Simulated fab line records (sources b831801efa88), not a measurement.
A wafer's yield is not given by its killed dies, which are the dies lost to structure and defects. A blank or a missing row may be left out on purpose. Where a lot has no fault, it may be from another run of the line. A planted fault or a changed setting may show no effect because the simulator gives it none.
Which tool was responsible? ; flow gf180mcu ; 42 wafers from 14 lots sampled at 4 of the route's 602 steps

## WHAT THE GAUGES SHOWED, per wafer
Not one reading of a measure or inspect step in the record can be checked against a usual standard deviation.

## TOOL THAT RAN EACH LOT (tool first, then ch and the chambers of the sampled wafers, then the start)
lot;GF_V2_ETCH_16;GF_M3_SPUTTER_01;GF_M3_EXPOSE_11;GF_V3_CVD_02
L814;rie-diel-02 ch 0,3, day 19 23:39;pvd-sputter-02, day 20 01:07;krf-scanner-01 ch 0, day 20 13:35;pecvd-03 ch 0,2, day 21 02:42
L817;rie-diel-03 ch 0,1,2, day 21 01:20;pvd-sputter-01, day 21 02:47;krf-scanner-01 ch 0, day 21 14:55;pecvd-02 ch 0,2, day 22 03:07
L818;rie-diel-04 ch 0,2,3, day 21 22:06;pvd-sputter-01, day 21 23:36;krf-scanner-01 ch 0, day 22 10:58;pecvd-01 ch 0,1, day 22 23:28
L819;rie-diel-02 ch 0,2,3, day 21 23:20;pvd-sputter-02, day 22 00:49;krf-scanner-02 ch 0, day 22 13:16;pecvd-01 ch 0,2, day 23 01:19
L820;rie-diel-02 ch 2,3, day 22 08:57;pvd-sputter-02, day 22 10:25;krf-scanner-01 ch 0, day 22 22:23;pecvd-01 ch 0,1, day 23 10:40
L821;rie-diel-02 ch 2,3, day 22 22:12;pvd-sputter-04, day 22 23:40;krf-scanner-01 ch 0, day 23 10:58;pecvd-01 ch 0,2, day 23 23:15
L825;rie-diel-04 ch 0,3, day 24 21:11;pvd-sputter-02, day 24 22:38;krf-scanner-01, day 25 09:37;-
L826;rie-diel-02 ch 0,3, day 25 01:30;pvd-sputter-02, day 25 03:02;krf-scanner-01, day 25 14:18;-
L828;rie-diel-02 ch 0,1,3, day 25 19:53;pvd-sputter-04, day 25 21:21;krf-scanner-02 ch 0, day 26 07:55;pecvd-03 ch 0,1, day 26 18:59
L830;rie-diel-02 ch 0,3, day 26 00:03;pvd-sputter-01, day 26 01:43;krf-scanner-01 ch 0, day 26 12:48;pecvd-01 ch 0,1,2, day 26 23:28
L833;rie-diel-03 ch 1,2,3, day 27 05:22;pvd-sputter-01, day 27 06:51;krf-scanner-02 ch 0, day 27 16:50;pecvd-01 ch 0,2, day 28 03:18
L835;rie-diel-02 ch 1,2, day 27 11:08;pvd-sputter-04, day 27 12:35;krf-scanner-01 ch 0, day 27 21:45;pecvd-03 ch 0,1,2, day 28 08:47
L836;rie-diel-02 ch 2,3, day 27 17:52;pvd-sputter-01, day 27 19:21;krf-scanner-01 ch 0, day 28 05:30;pecvd-01 ch 0,2, day 28 15:58
L837;rie-diel-02 ch 1,3, day 28 00:16;pvd-sputter-02, day 28 01:49;krf-scanner-02 ch 0, day 28 12:07;pecvd-01 ch 1,2, day 28 22:18
- GF_V2_ETCH_16: etches BARC in N2/H2.
- GF_M3_SPUTTER_01: material TiN, target thk 30 nm, time 25 s.
- GF_M3_EXPOSE_11: exposes mask Metal3, target cd 280 nm.
- GF_V3_CVD_02: deposits SiO2 from TEOS, target thk 850 nm, time 94.851 s.

## WHAT THE TOOLS THEMSELVES READ (means of the sampled wafers that have a number; where no wafer has one, the mark that the record gives instead)
GF_V2_ETCH_16. Usual: drypump-motor-current-A 5.6 A, standard deviation 0.48; oes-product-au 0.855 a.u., standard deviation 0.0052; throttle-valve-pct 13.224 %, standard deviation 0.0091.
lot;tool;drypump-motor-current-A (A);oes-product-au (a.u.);throttle-valve-pct (%);flag
L814;rie-diel-02;5.6;0.855;13.232;
L817;rie-diel-03;5.9;0.847;13.223;
L818;rie-diel-04;5.8;0.854;13.219;
L819;rie-diel-02;5.8;0.856;13.222;
L820;rie-diel-02;5.5;0.858;13.222;
L821;rie-diel-02;5.5;0.850;13.227;
L825;rie-diel-04;5.9;0.853;13.229;
L826;rie-diel-02;6.0;0.859;13.233;
L828;rie-diel-02;5.5;0.855;13.233;
L830;rie-diel-02;5.6;0.854;13.224;
L833;rie-diel-03;5.6;0.854;13.230;
L835;rie-diel-02;5.5;0.857;13.220;
L836;rie-diel-02;5.5;0.852;13.234;
L837;rie-diel-02;5.1;0.856;13.223;

GF_M3_SPUTTER_01. Usual: throttle-valve-pct at 29.6 %, with a standard deviation of 1.1.
lot;tool;throttle-valve-pct (%);flag
L814;pvd-sputter-02;29.3;
L817;pvd-sputter-01;29.2;
L818;pvd-sputter-01;29.0;
L819;pvd-sputter-02;29.6;
L820;pvd-sputter-02;29.8;
L821;pvd-sputter-04;30.7;
L825;pvd-sputter-02;29.0;
L826;pvd-sputter-02;29.2;
L828;pvd-sputter-04;31.1;
L830;pvd-sputter-01;30.1;
L833;pvd-sputter-01;29.0;
L835;pvd-sputter-04;30.4;
L836;pvd-sputter-01;28.8;
L837;pvd-sputter-02;29.0;

GF_M3_EXPOSE_11. Usual: exposure-dose-mJ-cm2 28.005, standard deviation 0.024; focus-offset-nm 0.0 nm, standard deviation 0.56.
lot;tool;exposure-dose-mJ-cm2;focus-offset-nm (nm);flag
L814;krf-scanner-01;28.004;-0.2;
L817;krf-scanner-01;27.983;0.1;
L818;krf-scanner-01;28.010;-0.3;
L819;krf-scanner-02;28.022;0.1;
L820;krf-scanner-01;28.023;-0.2;
L821;krf-scanner-01;27.948;-0.0;
L825;krf-scanner-01;-;-;OFF
L826;krf-scanner-01;-;-;OFF
L828;krf-scanner-02;28.023;-0.5;
L830;krf-scanner-01;27.979;0.9;
L833;krf-scanner-02;27.977;0.1;
L835;krf-scanner-01;28.031;0.2;
L836;krf-scanner-01;28.009;-0.1;
L837;krf-scanner-02;28.007;0.1;

GF_V3_CVD_02. Usual: heater-power-outer-w 384 W, standard deviation 72; heater-power-w 673 W, standard deviation 98.
lot;tool;heater-power-outer-w (W);heater-power-w (W);flag
L814;pecvd-03;348;636;
L817;pecvd-02;472;777;
L818;pecvd-01;349;659;
L819;pecvd-01;393;662;
L820;pecvd-01;386;692;
L821;pecvd-01;306;565;
L828;pecvd-03;379;678;
L830;pecvd-01;328;604;
L833;pecvd-01;375;642;
L835;pecvd-03;343;626;
L836;pecvd-01;406;675;
L837;pecvd-01;419;711;

## THE ANSWER, worked out from the rows above alone
Rule: a lot counts as off when the mean over its wafers that have a number is more than 3 standard deviations away from the usual mean. A lot without any number at a reading at which 4 lots or more have one is off too. The other lots that the step has rows for count as sound. Order of review: gauges by route order, followed by the tools' own readings, for which a lot's mean as printed above is used. The first step at which some lot is off is used, and at that step the reading that is off furthest; a lot without a number counts as furthest.
Off, at GF_M3_EXPOSE_11 on exposure-dose-mJ-cm2: L825, L826. Without a number there: L825, L826.
If a tool, at that step or one of the process steps before it, ran each lot that is off and ran no sound lot following the first of them, it fits. No candidate that was tried fits.

## WHAT HAD BEEN PUT IN BY THE SIMULATOR
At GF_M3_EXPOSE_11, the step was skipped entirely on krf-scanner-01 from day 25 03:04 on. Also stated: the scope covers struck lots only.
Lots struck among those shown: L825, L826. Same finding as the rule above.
